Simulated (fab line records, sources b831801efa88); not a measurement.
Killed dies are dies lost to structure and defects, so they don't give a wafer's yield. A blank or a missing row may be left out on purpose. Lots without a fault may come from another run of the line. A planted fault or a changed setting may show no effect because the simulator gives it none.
A struck lot beside a sound one | flow sky130 | 30 steps out of a route of 708
Sound: wafers L611.3, L611.5, L611.6. Struck: wafers L622.1, L622.2, L622.5. The cause comes at the end.
At each step with rows: each side's tool, then ch and its chambers, then its first start. Under that, the readings that differ: sound wafers | struck wafers | difference of the means | sigmas: that difference in standard deviations of wafers without a fault.
alike: readings whose means differ by less than 2 such deviations, and words and numbers that are the same on both sides. not compared: withheld readings, readings that some wafer has no value for, bounds like >300 that may hide the same value, and numbers for which the record gives no deviation and whose values overlap.
The two part at a step that has a row with sigmas, a row that says differs or no value, or rows on one side only. Numbers that don't overlap but have no deviation are shown without sigmas and don't part them. A reading that every wafer of one side lacks parts them only if that side has two wafers or more.

first, 5 steps without rows for these wafers: SKY_SONOS_ONO_COAT_08 (resist thk 1140 nm); SKY_SONOS_ONO_SOFTBAKE_09 (time 60 s); SKY_SONOS_ONO_EXPOSE_10 (exposes mask ONOM, target cd 410 nm); SKY_SONOS_ONO_PEB_11; SKY_SONOS_ONO_DEVELOP_12 (develop time 60 s).
SKY_SONOS_ONO_CD_MEAS_13: target cd 410 nm.
  sound on cd_sem-01, day 13 17:26; struck on cd_sem-02, day 16 21:58
  alike: cd_nm
SKY_SONOS_ONO_OVL_MEAS_14:
  sound on overlay-02, day 13 17:32; struck on overlay-02, day 16 22:05
  alike: SONOS_ONO_OVL
SKY_SONOS_ONO_ETCH_15: etches the open film in CHF3/O2, target depth 19.52 nm, time 7.8 s.
  sound on rie_diel-02 ch 1,2, day 13 17:34; struck on rie_diel-03 ch 0,1,3, day 16 22:08
  alike: drypump_motor_current_A, oes_product_au, throttle_valve_pct
  not compared: rf_hours_counter_h
then, 1 step without rows for these wafers: SKY_SONOS_ONO_WET_ETCH_16 (etches SiO2 in dHF, target depth 14 nm, time 280 s).
SKY_SONOS_ONO_STRIP_17: strips in O2/N2.
  sound on plasma_asher-02 ch 0,1, day 13 17:42; struck on plasma_asher-01 ch 0,1, day 16 22:14
  alike: drypump_motor_current_A, oes_product_au, strip_time_to_endpoint_s
  not compared: rf_hours_counter_h
then, 2 steps without rows for these wafers: SKY_SONOS_ONO_WET_ETCH_18 (etches Si3N4 in H3PO4, target depth 15 nm, time 172 s); SKY_GATE_OXIDE_CLEAN_00 (cleans in SC1/SC2, time 150 s).
SKY_GATE_OXIDE_OXIDATION_01: stabilise 600 s, purge 300 s, target thk 10.268 nm.
  sound on furnace-01 ch 0, day 13 21:12; struck on furnace-01 ch 0, day 16 23:40
  reading                                           | sound             | struck               | difference | sigmas
  ox_time_s (s)                                     | 1473 1473 1473    | 662.85 662.85 662.85 | -810.15    |
  model.SiO2_of_GATE_OXIDE_OXIDATION_01.thk_nm (nm) | 10.57 10.71 10.65 | 6 5.77 5.875         | -5         |
  alike: spike_tc_upper_C
SKY_GATE_OXIDE_THK_MEAS_02:
  sound on film_metro-02, day 13 22:38; struck on film_metro-04, day 17 01:04
  reading                          | sound             | struck         | difference | sigmas
  GATE_OXIDE_OXIDATION_00_THK (nm) | 10.59 10.71 10.65 | 6.04 5.78 5.82 | -4.77      | -18
then, 7 steps without rows for these wafers: SKY_GATE_OXIDE_DEHYDRATE_03 (time 60 s); SKY_GATE_OXIDE_HMDS_04 (prime time 60 s); SKY_GATE_OXIDE_COAT_05 (resist thk 1140 nm); SKY_GATE_OXIDE_SOFTBAKE_06 (time 60 s); SKY_GATE_OXIDE_EXPOSE_07 (exposes mask LVOM, target cd 600 nm); SKY_GATE_OXIDE_PEB_08; SKY_GATE_OXIDE_DEVELOP_09 (develop time 60 s).
SKY_GATE_OXIDE_OVL_MEAS_10:
  sound on overlay-02, day 15 00:50; struck on overlay-01, day 18 06:40
  reading             | sound         | struck      | difference | sigmas
  GATE_OXIDE_OVL (nm) | -0.7 1.9 -0.7 | 2.8 2.8 2.2 | +2.4       | +2
then, 2 steps without rows for these wafers: SKY_GATE_OXIDE_IMPLANT_11; SKY_GATE_OXIDE_WET_ETCH_12 (etches SiO2 in dHF, target depth 16.8 nm, time 336 s).
SKY_GATE_OXIDE_STRIP_13: strips in O2/N2.
  sound on plasma_asher-03 ch 0,1, day 15 01:09; struck on plasma_asher-03 ch 0,1, day 18 06:58
  alike: drypump_motor_current_A, oes_product_au, strip_time_to_endpoint_s
  not compared: rf_hours_counter_h
SKY_GATE_OXIDE_TW_MEAS_14:
  sound on film_metro-03, day 15 01:14; struck on film_metro-03, day 18 07:04
  alike: GATE_OXIDE_TW
then, 1 step without rows for these wafers: SKY_GATE_OXIDE_CLEAN_15 (cleans in SC1/SC2, time 150 s).
SKY_GATE_OXIDE_OXIDATION_16: stabilise 600 s, purge 300 s, target thk 3.57 nm.
  sound on furnace-02 ch 0, day 15 01:56; struck on furnace-01 ch 0, day 18 08:27
  reading                                           | sound             | struck            | difference | sigmas
  model.SiO2_of_GATE_OXIDE_OXIDATION_01.thk_nm (nm) | 11.85 11.98 11.94 | 7.712 7.477 7.582 | -4.333     |
  alike: ox_time_s, spike_tc_upper_C
then, 1 step without rows for these wafers: SKY_POLY_GATE_CVD_00 (deposits poly-Si, target thk 180 nm, time 720 s).
-- the record jumps here: 31 days lie between the struck wafers' starts before and after (it left off in module POLY_GATE and takes up again in module PAD_OPEN, whose first step shown is number 708 of the route) --
SKY_PAD_OPEN_PROBE_99:
  sound on prober-01, day 46 16:23; struck on prober-01, day 49 01:26
  reading                                | sound                         | struck                        | difference | sigmas
  model.etest.nfet_16v.r_on_ohm_um       | 1.417e+04 1.433e+04 1.407e+04 | 1.226e+04 1.215e+04 1.227e+04 | -1.963e+03 |
  model.etest.pfet_16v.r_on_ohm_um       | 1.504e+04 1.516e+04 1.512e+04 | 1.418e+04 1.402e+04 1.422e+04 | -9.667e+02 |
  model.etest.pfet_g5v0d10v5.r_on_ohm_um | 4868 4853 4813                | 3943 3863 3885                | -948       |
  model.etest.tip_sonos.rs_ohm_sq        | 2751 2781 2777                | 2041 2000 2024                | -748       |
  model.etest.nfet_g5v0d10v5.r_on_ohm_um | 1923 1929 1914                | 1552 1508 1520                | -395       |
  model.etest.nfet_g5v0d10v5.drive_ua_um | 587.5 581.6 587.5             | 870.4 896.8 881.6             | +297.4     |
  model.etest.nfet_05v0_nvt.drive_ua_um  | 557 555.8 557.9               | 793.8 812.2 803.9             | +246.4     |
  model.etest.tip_p.rs_ohm_sq            | 6774 6726 6712                | 6787 6794 6840                | +70        |
  alike: killed_at_M0_to_M3, killed_at_M4_up, killed_at_contacts, killed_at_front_end, killed_at_other, killed_dies, killed_open, killed_short

WHERE THEY PART
First at SKY_GATE_OXIDE_THK_MEAS_02; last, within this record, at SKY_GATE_OXIDE_OVL_MEAS_10. Later steps at which nothing parts them and some readings are alike: SKY_GATE_OXIDE_STRIP_13, SKY_GATE_OXIDE_TW_MEAS_14, SKY_GATE_OXIDE_OXIDATION_16, SKY_PAD_OPEN_PROBE_99.

WHY: what the simulator had put in
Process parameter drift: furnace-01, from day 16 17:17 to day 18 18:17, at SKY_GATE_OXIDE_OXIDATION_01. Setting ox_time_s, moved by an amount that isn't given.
